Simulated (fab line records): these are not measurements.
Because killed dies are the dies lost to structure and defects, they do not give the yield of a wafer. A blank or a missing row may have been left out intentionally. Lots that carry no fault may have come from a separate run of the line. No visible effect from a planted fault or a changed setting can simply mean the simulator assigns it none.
One fault through the eyes of 2 desks    flow gf180mcu    numbers are kept per desk, each desk with only its own; the story behind them comes last

## DESK OF THE TOOL OWNER: rtp anneal-01
The tool's own readings at GF_PSD_RTA_13 (time 20 s): means of the sampled wafers that have a number, for each lot that ran on this tool. Any lot whose mean is over 4 standard deviations away from the usual mean is out of limits and marked OUT; that distance is given in the brackets.
Columns: A = lamp power pct at GF_PSD_RTA_13, usual 31.20 %; B = wafer_temp_C_max at GF_PSD_RTA_13, usual 1031.2
lot   first seen here  A      B
L699  day 14 21:17     31.16  1029.3
L704  day 16 17:58     31.21  1029.6
L705  day 17 03:57     31.19  1029.6
L706  day 17 12:10     31.19  1028.5
L716  day 20 22:31     31.18  1030.2
L719  day 21 22:11     31.18  1030.6
Finding of this desk: none of the 6 lots has anything out of limits.

## FROM THE METROLOGY DESK
Means of the sampled wafers that have a number, per lot and without regard to the tool the lot ran on: this is what the gauges read. Any lot whose mean is over 4 standard deviations away from the usual mean is out of limits and marked OUT; that distance is given in the brackets.
Columns: A = HV_LDD_CVD_54_THK at GF_HV_LDD_THK_MEAS_55, usual 9.97 nm; B = NSD_RS at GF_PSD_RS_MEAS_14, usual 46.10 ohm/sq; C = PSD_RS at GF_PSD_RS_MEAS_15, usual 108.53 ohm/sq
lot   first seen here  A      B                C
L698  day 12 16:22     9.95   46.02            108.25
L699  day 13 01:50     9.72   46.10            108.70
L700  day 13 07:29     10.12  46.18            108.38
L704  day 14 18:28     10.18  42.53 (-42) OUT  98.06 (-39) OUT
L705  day 15 04:02     10.16  42.44 (-43) OUT  98.46 (-37) OUT
L706  day 15 13:01     9.57   42.56 (-42) OUT  98.86 (-36) OUT
L710  day 16 20:51     9.91   46.07            108.51
L715  day 18 12:43     9.97   46.13            108.73
L716  day 18 19:49     10.04  46.12            108.53
L717  day 19 04:41     10.03  46.18            108.84
L719  day 19 20:17     10.01  46.13            108.57
L720  day 20 09:50     10.14  46.20            108.68
This desk's result: L704, L705, L706 out of limits, first on L704 (NSD_RS at GF_PSD_RS_MEAS_14), day 16 18:03. L698, L699, L700, L710, L715, L716, L717, L719, L720: within limits.

## ALL TOGETHER
An alarm was possible from the metrology desk at day 16 18:03, on L704, L705, L706.
The desk of the tool owner found nothing out of limits.
Tool owner's desk: L704, L705, L706 on record, inside its limits.
GF_PSD_RTA_13 was run on rtp anneal-01 by each of the lots named.

## WHAT THE SIMULATOR HAD INSERTED
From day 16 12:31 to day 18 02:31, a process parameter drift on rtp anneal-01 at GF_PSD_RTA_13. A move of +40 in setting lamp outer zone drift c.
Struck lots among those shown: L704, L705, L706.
Hours from the fault's start to each desk's first reading out of limits: the metrology desk, 6.
